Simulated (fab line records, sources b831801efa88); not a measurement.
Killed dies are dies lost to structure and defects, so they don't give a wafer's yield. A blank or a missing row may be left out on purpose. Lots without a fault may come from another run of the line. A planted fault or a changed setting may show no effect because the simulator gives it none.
Which tool did it? | flow gf180mcu | 15 lots, 45 wafers sampled, at 7 steps of a route of 602

WHAT THE GAUGES READ, wafer by wafer
GF_HV_LDD_OVL_MEAS_08. Usual: HV_LDD_OVL -0.7 nm, standard deviation 1.4.
lot  | measured     | on         | HV_LDD_OVL (nm) | flag
L786 | day 10 06:21 | overlay-02 | -0.1 -1.8 0.6   |
L787 | day 10 12:33 | overlay-01 | 2.0 -0.8 -1.7   |
L788 | day 10 23:15 | overlay-02 | 0.6 1.8 0.5     |
L789 | day 11 12:49 | overlay-01 | -1.9 -0.5 0.3   |
L790 | day 11 19:08 | overlay-02 | 1.5 -0.1 -0.6   |
L791 | day 11 23:46 | overlay-02 | -1.8 -2.9 -3.1  |
L793 | day 12 14:08 | overlay-02 | -2.4 -1.6 -2.5  |
L795 | day 13 08:54 | overlay-01 | -0.1 0.0 1.0    |
L797 | day 13 20:24 | overlay-01 | -1.8 -1.3 0.1   |
L798 | day 14 05:14 | overlay-01 | 1.0 0.2 0.1     |
L799 | day 14 05:50 | overlay-01 | -3.1 -4.0 -2.7  |
L800 | day 14 17:44 | overlay-01 | -0.7 -0.5 -1.4  |
L805 | day 16 03:03 | overlay-01 | -0.8 -0.1 -0.2  |
L806 | day 16 11:03 | overlay-01 | 0.4 1.4 -0.9    |
L808 | day 17 03:11 | overlay-02 | -2.9 -3.0 0.4   |

GF_HV_LDD_CD_MEAS_46: target cd 400 nm. Usual: cd_nm 400.4 nm, standard deviation 2.4.
lot  | measured     | on        | cd_nm (nm)        | flag
L786 | day 12 15:49 | cd_sem-01 | 402.1 403.2 400.1 |
L787 | day 12 21:33 | cd_sem-02 | 398.8 398.1 399.6 |
L788 | day 13 08:20 | cd_sem-02 | 395.9 397.0 397.2 |
L789 | day 14 00:17 | cd_sem-02 | 407.0 405.2 405.5 |
L790 | day 14 06:40 | cd_sem-02 | 402.5 402.1 399.9 |
L791 | day 14 12:27 | cd_sem-01 | 399.3 398.7 397.4 |
L793 | day 15 03:40 | cd_sem-01 | 401.8 399.6 399.8 |
L795 | day 16 01:03 | cd_sem-02 | 400.0 402.7 401.8 |
L797 | day 16 13:31 | cd_sem-02 | 402.2 402.3 403.4 |
L798 | day 16 23:05 | cd_sem-02 | 396.4 400.5 396.9 |
L799 | day 16 23:25 | cd_sem-01 | 398.0 398.5 400.8 |
L800 | day 17 13:13 | cd_sem-02 | 395.8 399.1 398.1 |
L805 | day 19 01:11 | cd_sem-02 | 400.6 397.7 401.2 |
L806 | day 19 11:07 | cd_sem-02 | 396.9 396.8 399.7 |
L808 | day 20 04:10 | cd_sem-01 | 397.6 399.1 397.3 |

GF_NSD_CD_MEAS_07: target cd 400 nm. Usual: cd_nm 399.6 nm, standard deviation 2.1.
lot  | measured     | on        | cd_nm (nm)        | flag
L786 | day 13 14:23 | cd_sem-01 | 397.6 396.5 399.0 |
L787 | day 13 19:47 | cd_sem-01 | 401.0 400.6 401.4 |
L788 | day 14 08:08 | cd_sem-01 | 399.2 397.5 398.7 |
L789 | day 15 00:10 | cd_sem-02 | 398.8 398.8 401.7 |
L790 | day 15 06:49 | cd_sem-01 | 401.2 402.0 398.5 |
L791 | day 15 12:16 | cd_sem-02 | 399.2 399.9 399.4 |
L793 | day 16 04:17 | cd_sem-02 | 396.3 396.5 398.2 |
L795 | day 17 04:05 | cd_sem-02 | 396.8 394.6 394.5 |
L797 | day 17 17:32 | cd_sem-02 | - - -             | OFF
L798 | day 18 01:16 | cd_sem-02 | 400.8 399.8 401.5 |
L799 | day 18 01:40 | cd_sem-02 | - - -             | OFF
L800 | day 18 16:17 | cd_sem-02 | - - -             | OFF
L805 | day 20 04:25 | cd_sem-02 | 395.3 396.7 397.1 |
L806 | day 20 14:25 | cd_sem-02 | 401.7 402.0 400.5 |
L808 | day 21 07:44 | cd_sem-02 | 398.9 396.6 396.8 |

GF_NSD_OVL_MEAS_08. Usual: NSD_OVL -0.6 nm, standard deviation 1.3.
lot  | measured     | on         | NSD_OVL (nm)   | flag
L786 | day 13 14:30 | overlay-02 | 0.0 0.0 2.4    |
L787 | day 13 19:53 | overlay-01 | -0.5 1.3 1.3   |
L788 | day 14 08:16 | overlay-01 | -2.4 -0.3 -1.9 |
L789 | day 15 00:15 | overlay-02 | -1.6 -0.2 -1.6 |
L790 | day 15 06:56 | overlay-01 | 0.0 -1.7 -4.0  |
L791 | day 15 12:22 | overlay-02 | -1.6 0.0 -1.0  |
L793 | day 16 04:24 | overlay-02 | -1.8 0.0 -1.4  |
L795 | day 17 04:11 | overlay-02 | -3.5 -0.2 -1.9 |
L797 | day 17 17:39 | overlay-02 | - - -          | OFF
L798 | day 18 01:22 | overlay-01 | -1.9 -0.5 -1.4 |
L799 | day 18 01:46 | overlay-01 | - - -          | OFF
L800 | day 18 16:24 | overlay-01 | - - -          | OFF
L805 | day 20 04:31 | overlay-02 | -0.8 0.2 0.3   |
L806 | day 20 14:32 | overlay-01 | -1.3 0.1 -2.1  |
L808 | day 21 07:52 | overlay-01 | -0.7 0.3 0.4   |

GF_NSD_TW_MEAS_12. Usual: NSD_TW 4234, standard deviation 42.
lot  | measured     | on            | NSD_TW         | flag
L786 | day 13 14:56 | film_metro-02 | 4264 4277 4243 |
L787 | day 13 20:20 | film_metro-02 | 4268 4267 4279 |
L788 | day 14 08:42 | film_metro-02 | 4237 4277 4246 |
L789 | day 15 00:42 | film_metro-04 | 4191 4215 4206 |
L790 | day 15 07:22 | film_metro-03 | 4250 4249 4252 |
L791 | day 15 12:49 | film_metro-02 | 4280 4289 4264 |
L793 | day 16 04:50 | film_metro-03 | 4267 4264 4261 |
L795 | day 17 04:38 | film_metro-03 | 4226 4240 4226 |
L797 | day 17 18:05 | film_metro-03 | 30 30 30       | OFF
L798 | day 18 01:49 | film_metro-03 | 4260 4264 4247 |
L799 | day 18 02:12 | film_metro-02 | 30 30 30       | OFF
L800 | day 18 16:50 | film_metro-04 | 29 29 29       | OFF
L805 | day 20 04:58 | film_metro-04 | 4209 4190 4198 |
L806 | day 20 14:58 | film_metro-03 | 4293 4264 4290 |
L808 | day 21 08:18 | film_metro-02 | 4241 4251 4236 |

WHICH TOOL RAN EACH LOT (tool, then ch and the chambers of the sampled wafers, then the start)
lot  | GF_HV_LDD_STRIP_10                   | GF_NSD_DEVELOP_06
L786 | plasma_asher-03 ch 0,1, day 10 06:32 | litho_track-03 ch 0, day 13 14:14
L787 | plasma_asher-03 ch 0,1, day 10 12:44 | litho_track-02 ch 0, day 13 19:38
L788 | plasma_asher-04 ch 0,1, day 10 23:26 | litho_track-01 ch 0, day 14 07:59
L789 | plasma_asher-03 ch 0,1, day 11 13:01 | litho_track-02 ch 0, day 15 00:02
L790 | plasma_asher-03 ch 0,1, day 11 19:19 | litho_track-02 ch 0, day 15 06:40
L791 | plasma_asher-03 ch 0,1, day 11 23:56 | litho_track-01 ch 0, day 15 12:07
L793 | plasma_asher-02 ch 0,1, day 12 14:19 | litho_track-03 ch 0, day 16 04:08
L795 | plasma_asher-02 ch 0,1, day 13 09:05 | litho_track-02 ch 0, day 17 03:56
L797 | plasma_asher-04 ch 0,1, day 13 20:35 | litho_track-03 ch 0, day 17 17:23
L798 | plasma_asher-04 ch 0,1, day 14 05:25 | litho_track-01 ch 0, day 18 01:07
L799 | plasma_asher-02 ch 0,1, day 14 06:03 | litho_track-03 ch 0, day 18 01:32
L800 | plasma_asher-04 ch 0,1, day 14 17:56 | litho_track-03 ch 0, day 18 16:08
L805 | plasma_asher-03 ch 0,1, day 16 03:14 | litho_track-01 ch 0, day 20 04:16
L806 | plasma_asher-03 ch 0,1, day 16 11:14 | litho_track-02 ch 0, day 20 14:16
L808 | plasma_asher-04 ch 0, day 17 03:23   | litho_track-01 ch 0, day 21 07:35
- GF_HV_LDD_STRIP_10: strips in O2/N2.
- GF_NSD_DEVELOP_06: develop time 60 s.

WHAT THE TOOLS THEMSELVES READ (means of the sampled wafers that have a number; where no wafer has one, the mark that the record gives instead)
GF_HV_LDD_STRIP_10. Usual: drypump_motor_current_A 5.7 A, standard deviation 0.45; heater_power_w 356 W, standard deviation 23; oes_product_au 0.715 a.u., standard deviation 0.0041; strip_time_to_endpoint_s 12.62 s, standard deviation 0.041.
lot  | tool            | drypump_motor_current_A (A) | heater_power_w (W) | oes_product_au (a.u.) | strip_time_to_endpoint_s (s) | flag
L786 | plasma_asher-03 | 5.6                         | 324                | 0.714                 | 12.64                        |
L787 | plasma_asher-03 | 5.5                         | 342                | 0.718                 | 12.64                        |
L788 | plasma_asher-04 | 5.8                         | 364                | 0.718                 | 12.64                        |
L789 | plasma_asher-03 | 5.5                         | 343                | 0.714                 | 12.61                        |
L790 | plasma_asher-03 | 5.6                         | 323                | 0.716                 | 12.65                        |
L791 | plasma_asher-03 | 5.6                         | 323                | 0.716                 | 12.61                        |
L793 | plasma_asher-02 | 5.5                         | 369                | 0.712                 | 12.63                        |
L795 | plasma_asher-02 | 5.3                         | 367                | 0.719                 | 12.61                        |
L797 | plasma_asher-04 | 5.8                         | 365                | 0.716                 | 12.53                        |
L798 | plasma_asher-04 | 6.2                         | 369                | 0.714                 | 12.61                        |
L799 | plasma_asher-02 | 5.4                         | 364                | 0.715                 | 12.56                        |
L800 | plasma_asher-04 | 6.2                         | 369                | 0.717                 | 12.69                        |
L805 | plasma_asher-03 | 5.6                         | 341                | 0.718                 | 12.60                        |
L806 | plasma_asher-03 | 5.6                         | 326                | 0.713                 | 12.69                        |
L808 | plasma_asher-04 | 6.5                         | 378                | 0.717                 | 12.67                        |

GF_NSD_DEVELOP_06. Usual: developer_temp_C 23.02 C, standard deviation 0.12.
lot  | tool           | developer_temp_C (C) | flag
L786 | litho_track-03 | 23.07                |
L787 | litho_track-02 | 22.94                |
L788 | litho_track-01 | 22.93                |
L789 | litho_track-02 | 22.98                |
L790 | litho_track-02 | 22.96                |
L791 | litho_track-01 | 23.00                |
L793 | litho_track-03 | 23.29                |
L795 | litho_track-02 | 22.97                |
L797 | litho_track-03 | 23.15                |
L798 | litho_track-01 | 23.17                |
L799 | litho_track-03 | 22.96                |
L800 | litho_track-03 | 23.10                |
L805 | litho_track-01 | 22.98                |
L806 | litho_track-02 | 23.01                |
L808 | litho_track-01 | 22.94                |

THE ANSWER, worked out from the rows above alone
Rule: a lot is off if the mean of its wafers that have a number lies more than 3 standard deviations from the usual mean. A lot without any number at a reading at which 4 lots or more have one is off too. The other lots that the step has rows for count as sound. The gauges are gone through in route order, then the tools' own readings, and for those a lot's mean is taken as printed above. The first step at which some lot is off is used, and at that step the reading that is off furthest; a lot without a number counts as furthest.
Off: L797, L799, L800, at GF_NSD_CD_MEAS_07 (cd_nm). Without a number there: L797, L799, L800.
A tool fits if, at a process step before that reading, it ran every lot that is off, and no sound lot after the first of them. The gauges at GF_NSD_CD_MEAS_07 aren't tried: what is off there is off at GF_NSD_OVL_MEAS_08 too, on other tools, and a gauge's error can't cause that. One fits: litho_track-03 at GF_NSD_DEVELOP_06. Its last sound lot is L793 (day 16 04:08), its first lot that is off L797 (day 17 17:23): a fault that began between those two fits.

WHAT THE SIMULATOR HAD PUT IN
Process parameter drift: litho_track-03, from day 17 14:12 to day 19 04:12, at GF_NSD_DEVELOP_06. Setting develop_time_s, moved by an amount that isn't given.
Lots struck among those shown: L797, L799, L800. The rule above found the same.
